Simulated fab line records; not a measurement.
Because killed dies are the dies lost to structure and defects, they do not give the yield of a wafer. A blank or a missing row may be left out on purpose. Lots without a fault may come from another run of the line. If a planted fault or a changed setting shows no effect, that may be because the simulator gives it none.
fab line records	flow sky130
[record] lots = 12	wafers = 36	lastDay = 51
route steps=708 shown NWELL@67 VT_ADJUST_LVTN@107 SD_P@324 CONTACT@409
lots that met no fault: from a run of the same line without faults
startH: hours from the record's opening day to when the first of the lot's shown wafers began	waitH: time in hours since the lot's previous step	" repeats the value in the row above	L1.1+2: one row covering several wafers at once	- no value present, or no start provided	* or withheld: withheld	< > ~ a bound
route shown NAME@n: a module of which the file shows steps, and the number in the route of the first	usual: the fault-free wafers' mean and standard deviation	same: alike in all rows	chamber/n: place in a boat	sites: readings site by site	_std_site: standard deviation across them	_edge_site: mean of outer sites minus mean of inner sites	radiusMm: for every site, how far away it sits from the centre of the wafer	mask NAME#n: copy n	behind: tool/chamber where the wafer was last shaped	hold: the reason the lot was held/the length of the hold in hours/how it ended	device: whichever transistor did not switch (one of n, p or np)	end of line: tests of these same wafers at the route's end	step lacking rows: just its recipe	killed: not the wafer's yield, but the dies lost to structure and defects at the first sort	map: shows each die of a wafer: x if killed, . if not, _ if none is there
set.NAME: the run value of the setting; set.NAME@STEP: its run value at that earlier step	model.NAME: the simulator's own value behind a step, which no gauge read
one table for each step of the route and one row for each wafer, over a sample of lots
services: from which hour (startH, from the record's first day; less than 0 if before it) a tool's chamber was out of use, for how many hours, and why
[[steps]]
[step SKY_NWELL_STRIP_14]
[recipe] chemistry = O2/N2	powerW = 1400	pressureMtorr = 1500	platenTempC = withheld	o2FlowSccm = 3000	n2FlowSccm = 300	overashFraction = 0.5
[usual] drypumpMotorCurrentA = 5.8/0.52	oesProductAu = 0.723/0.0039	stripTimeToEndpointS = 36.96/0.092
lot.wafer	tool	chamber	startH	waitH	drypumpMotorCurrentA	oesProductAu	rfHoursCounterH	stripTimeToEndpointS
L149.1	plasmaAsher-03	1	101.56	0.1	6.5	0.722	28	36.89
L149.4	"	1	"	"	6.4	0.726	-	36.85
L149.5	"	1	"	"	6.5	0.718	-	36.87
L150.1	plasmaAsher-02	0	102.03	0.1	5.4	0.725	40	37.04
L150.4	"	0	"	"	5.4	0.723	-	36.97
L150.5	"	1	"	"	5.4	0.721	-	36.99
L155.2	plasmaAsher-03	1	124.78	0.1	6.5	0.723	31	36.98
L155.5	"	0	"	"	5.4	0.730	-	36.94
L155.6	"	1	"	"	6.4	0.715	-	36.93
L157.1	plasmaAsher-02	0	136.03	0.1	5.4	0.725	43	36.97
L157.3	"	1	"	"	5.4	0.728	-	36.88
L157.4	"	0	"	"	5.5	0.723	-	36.88
L156.3	plasmaAsher-03	1	136.41	0.1	6.4	0.726	-	36.81
L156.5	"	0	"	"	5.3	0.725	-	36.88
L156.6	"	1	"	"	6.4	0.722	-	36.81
L164.3	plasmaAsher-02	0	186.27	0.1	5.5	0.718	-	36.94
L164.5	"	1	"	"	5.4	0.715	-	37.00
L164.6	"	0	"	"	5.5	0.714	-	36.89
L165.2	plasmaAsher-01	1	189.11	0.1	6.5	0.724	7	37.02
L165.3	"	1	"	"	6.4	0.725	-	37.12
L165.6	"	0	"	"	6.4	0.719	-	37.12
L167.1	plasmaAsher-03	1	195.71	0.1	6.4	0.717	38	36.92
L167.5	"	1	"	"	6.4	0.722	-	36.98
L167.6	"	0	"	"	5.3	0.730	-	36.72
L168.1	plasmaAsher-03	1	201.68	0.1	6.4	0.723	38	37.00
L168.3	"	0	"	"	5.3	0.718	-	37.07
L168.4	"	1	"	"	6.5	0.717	-	37.09
L169.2	plasmaAsher-02	0	206.51	0.1	5.4	0.721	50	36.86
L169.4	"	0	"	"	5.4	0.717	-	36.83
L169.6	"	0	"	"	5.4	0.716	-	36.92
L171.4	plasmaAsher-02	0	224.42	0.1	5.4	0.718	-	37.12
L171.5	"	0	"	"	5.5	0.723	-	37.04
L171.6	"	1	"	"	5.4	0.718	-	36.95
L172.1	plasmaAsher-03	1	232.12	0.1	6.4	0.731	41	37.07
L172.4	"	1	"	"	6.4	0.720	-	36.94
L172.6	"	1	"	"	6.4	0.726	-	36.86
[step SKY_VT_ADJUST_LVTN_TW_MEAS_10]
[usual] VT_ADJUST_LVTN_TW = 241/3.1
lot.wafer	tool	chamber	startH	waitH	VT_ADJUST_LVTN_TW
L149.1	filmMetro-04	-	161.56	0.1	244
L149.4	"	-	"	"	244
L149.5	"	-	"	"	244
L150.1	filmMetro-04	-	162.75	0.1	244
L150.4	"	-	"	"	245
L150.5	"	-	"	"	244
L155.2	filmMetro-02	-	187.02	0.1	245
L155.5	"	-	"	"	245
L155.6	"	-	"	"	245
L157.1	filmMetro-02	-	198.55	0.1	243
L157.3	"	-	"	"	243
L157.4	"	-	"	"	244
L156.3	filmMetro-01	-	199.48	0.1	237
L156.5	"	-	"	"	238
L156.6	"	-	"	"	236
L164.3	filmMetro-01	-	255.80	0.1	237
L164.5	"	-	"	"	238
L164.6	"	-	"	"	237
L165.2	filmMetro-04	-	260.67	0.1	243
L165.3	"	-	"	"	244
L165.6	"	-	"	"	245
L167.1	filmMetro-01	-	267.38	0.1	239
L167.5	"	-	"	"	239
L167.6	"	-	"	"	238
L168.1	filmMetro-04	-	273.28	0.1	243
L168.3	"	-	"	"	244
L168.4	"	-	"	"	243
L169.2	filmMetro-04	-	277.94	0.1	244
L169.4	"	-	"	"	245
L169.6	"	-	"	"	244
L171.4	filmMetro-01	-	300.26	0.1	238
L171.5	"	-	"	"	237
L171.6	"	-	"	"	238
L172.1	filmMetro-02	-	307.63	0.1	242
L172.4	"	-	"	"	244
L172.6	"	-	"	"	245
[step SKY_SD_P_EXPOSE_04]
[recipe] maskId = PSDM	na = 0.6	sourceShape = conventional	sigmaOuter = 0.6	polarization = unpolarized	targetCdNm = 380	doseMj = 138
lot.wafer	tool	chamber	startH	waitH	mask
L149.1+4+5	ilineStepper-02	0	599.57	-	PSDM#0
L150.1+4+5	ilineStepper-02	0	603.27	-	PSDM#0
L155.2+5+6	ilineStepper-02	0	641.62	-	NSDM#0
L156.3+5+6	ilineStepper-01	0	654.55	-	PSDM#0
L157.1+3+4	ilineStepper-02	0	656.65	-	PSDM#0
L164.3+5+6	ilineStepper-01	0	718.05	-	PSDM#0
L165.2+3+6	ilineStepper-02	0	734.26	-	PSDM#0
L167.1+5+6	ilineStepper-02	0	759.41	-	PSDM#0
L169.2+4+6	ilineStepper-02	0	763.79	-	PSDM#0
L168.1+3+4	ilineStepper-01	0	764.59	-	PSDM#0
L171.4+5+6	ilineStepper-02	0	768.82	-	PSDM#0
L172.1+4+6	ilineStepper-01	0	779.39	-	PSDM#0
[step SKY_SD_P_CD_MEAS_07]
[recipe] targetCdNm = 380
[usual] cdNm = 380.0/2.5
lot.wafer	tool	chamber	startH	waitH	cdNm
L149.1	cdSem-01	-	613.61	0.1	379.4
L149.4	"	-	"	"	380.7
L149.5	"	-	"	"	380.2
L150.1	cdSem-01	-	618.34	0.1	380.0
L150.4	"	-	"	"	381.4
L150.5	"	-	"	"	380.8
L155.2	cdSem-02	-	656.84	0.1	-
L155.5	"	-	"	"	-
L155.6	"	-	"	"	-
L156.3	cdSem-01	-	668.51	0.1	382.0
L156.5	"	-	"	"	382.9
L156.6	"	-	"	"	383.7
L157.1	cdSem-01	-	669.89	0.1	376.5
L157.3	"	-	"	"	377.0
L157.4	"	-	"	"	376.9
L164.3	cdSem-01	-	730.80	0.1	383.0
L164.5	"	-	"	"	384.7
L164.6	"	-	"	"	384.4
L165.2	cdSem-01	-	749.26	0.1	379.7
L165.3	"	-	"	"	378.6
L165.6	"	-	"	"	377.6
L167.1	cdSem-01	-	773.06	0.1	377.8
L167.5	"	-	"	"	379.0
L167.6	"	-	"	"	376.6
L169.2	cdSem-01	-	778.03	0.1	380.1
L169.4	"	-	"	"	380.2
L169.6	"	-	"	"	381.5
L168.1	cdSem-01	-	778.66	0.1	377.3
L168.3	"	-	"	"	378.1
L168.4	"	-	"	"	379.7
L171.4	cdSem-01	-	782.35	0.1	377.4
L171.5	"	-	"	"	376.3
L171.6	"	-	"	"	377.9
L172.1	cdSem-02	-	791.96	0.1	382.3
L172.4	"	-	"	"	383.0
L172.6	"	-	"	"	383.3
[step SKY_SD_P_TW_MEAS_11]
[usual] SD_P_TW = 2850/10
lot.wafer	tool	chamber	startH	waitH	hold	SD_P_TW
L149.1	filmMetro-04	-	614.02	0.1	-	2849
L149.4	"	-	"	"	-	2855
L149.5	"	-	"	"	-	2848
L150.1	filmMetro-04	-	618.74	0.1	-	2833
L150.4	"	-	"	"	-	2848
L150.5	"	-	"	"	-	2838
L155.2	filmMetro-04	-	657.24	0.1	awaitDispo/0.2h/release	30
L155.5	"	-	"	"	awaitDispo/0.2h/release	30
L155.6	"	-	"	"	awaitDispo/0.2h/release	30
L155.2	filmMetro-04	-	657.54	0.3	-	30
L155.5	"	-	"	"	-	30
L155.6	"	-	"	"	-	30
L156.3	filmMetro-02	-	668.90	0.1	-	2861
L156.5	"	-	"	"	-	2858
L156.6	"	-	"	"	-	2855
L157.1	filmMetro-04	-	670.29	0.1	-	2861
L157.3	"	-	"	"	-	2869
L157.4	"	-	"	"	-	2854
L164.3	filmMetro-02	-	731.19	0.1	-	2857
L164.5	"	-	"	"	-	2855
L164.6	"	-	"	"	-	2851
L165.2	filmMetro-03	-	749.65	0.1	-	2848
L165.3	"	-	"	"	-	2844
L165.6	"	-	"	"	-	2835
L167.1	filmMetro-04	-	773.47	0.1	-	2861
L167.5	"	-	"	"	-	2838
L167.6	"	-	"	"	-	2843
L169.2	filmMetro-02	-	778.43	0.1	-	2856
L169.4	"	-	"	"	-	2838
L169.6	"	-	"	"	-	2839
L168.1	filmMetro-04	-	779.07	0.1	-	2867
L168.3	"	-	"	"	-	2846
L168.4	"	-	"	"	-	2854
L171.4	filmMetro-02	-	782.72	0.1	-	2838
L171.5	"	-	"	"	-	2825
L171.6	"	-	"	"	-	2838
L172.1	filmMetro-03	-	792.37	0.1	-	2830
L172.4	"	-	"	"	-	2840
L172.6	"	-	"	"	-	2835
[step SKY_CONTACT_THK_MEAS_03]
[recipe] reads = SiO2_of_CONTACT_HDPCVD_02
[usual] CONTACT_HDPCVD_THK = 564/6.2
lot.wafer	tool	chamber	startH	waitH	CONTACT_HDPCVD_THK[nm]
L149.1	filmMetro-01	-	732.85	0.0	558
L149.4	"	-	"	"	556
L149.5	"	-	"	"	563
L150.1	filmMetro-02	-	736.42	0.0	567
L150.4	"	-	"	"	567
L150.5	"	-	"	"	568
L156.3	filmMetro-01	-	784.28	0.1	557
L156.5	"	-	"	"	557
L156.6	"	-	"	"	568
L157.1	filmMetro-02	-	785.95	0.0	572
L157.3	"	-	"	"	560
L157.4	"	-	"	"	553
L164.3	filmMetro-03	-	844.56	0.1	568
L164.5	"	-	"	"	566
L164.6	"	-	"	"	568
L165.2	filmMetro-03	-	862.43	0.0	560
L165.3	"	-	"	"	557
L165.6	"	-	"	"	562
L167.1	filmMetro-01	-	883.64	0.0	561
L167.5	"	-	"	"	560
L167.6	"	-	"	"	565
L169.2	filmMetro-01	-	888.28	0.0	560
L169.4	"	-	"	"	558
L169.6	"	-	"	"	557
L168.1	filmMetro-01	-	889.23	0.0	568
L168.3	"	-	"	"	563
L168.4	"	-	"	"	564
L171.4	filmMetro-02	-	893.32	0.0	551
L171.5	"	-	"	"	563
L171.6	"	-	"	"	561
L172.1	filmMetro-01	-	901.19	0.0	563
L172.4	"	-	"	"	567
L172.6	"	-	"	"	569
[[services]]
tool	chamber	startH	hours	kind
ilineStepper-02	-	81.19	2.1	pm
plasmaAsher-01	-	108.75	9.0	pm
ilineStepper-01	-	162.52	1.7	pm
ilineStepper-02	-	197.36	1.7	pm
plasmaAsher-03	-	214.75	2.8	pm
ilineStepper-02	-	244.51	4.4	pm
ilineStepper-01	-	272.53	2.1	pm
plasmaAsher-03	-	274.05	2.7	repair
plasmaAsher-03	-	331.40	5.6	repair
ilineStepper-01	-	335.86	0.6	repair
plasmaAsher-03	-	350.89	2.3	repair
plasmaAsher-03	-	376.49	15.3	repair
ilineStepper-01	-	380.63	1.7	pm
plasmaAsher-03	-	406.62	11.4	repair
ilineStepper-02	-	415.53	1.7	pm
plasmaAsher-02	-	421.25	9.0	pm
plasmaAsher-02	-	430.25	2.8	pm
plasmaAsher-02	-	433.00	4.3	pm
ilineStepper-01	-	498.82	4.4	pm
ilineStepper-01	-	598.81	1.7	pm
ilineStepper-02	-	633.71	1.7	pm
plasmaAsher-02	-	655.33	14.6	pm
ilineStepper-01	-	678.20	20.0	repair
plasmaAsher-03	-	762.55	14.6	pm
[[key]]
[firstSign] step = SKY_SD_P_EXPOSE_04	reading = mask	direction = changed
[effect] step = SKY_SD_P_CD_MEAS_07	reading = cdNm	direction = missing
[effect] step = SKY_SD_P_TW_MEAS_11	reading = visit	direction = added
[effect] step = SKY_SD_P_TW_MEAS_11	reading = SD_P_TW	direction = down	sigmas = 99+	usual = 2850	struck = 30
metAt SKY_SD_P_EXPOSE_04
struckLots L155
scrappedBehind SKY_SD_P_TW_MEAS_11 L155.2,L155.5,L155.6
notActingAt SKY_NWELL_STRIP_14,SKY_VT_ADJUST_LVTN_TW_MEAS_10,SKY_CONTACT_THK_MEAS_03
onsetBetween 603.27 641.62
[fault] kind = wrongMask	tool = any	chamber = -	onsetH = 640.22	steps = SKY_SD_P_EXPOSE_04	auxCopy = NSDM#0	scope = struckLotsOnly
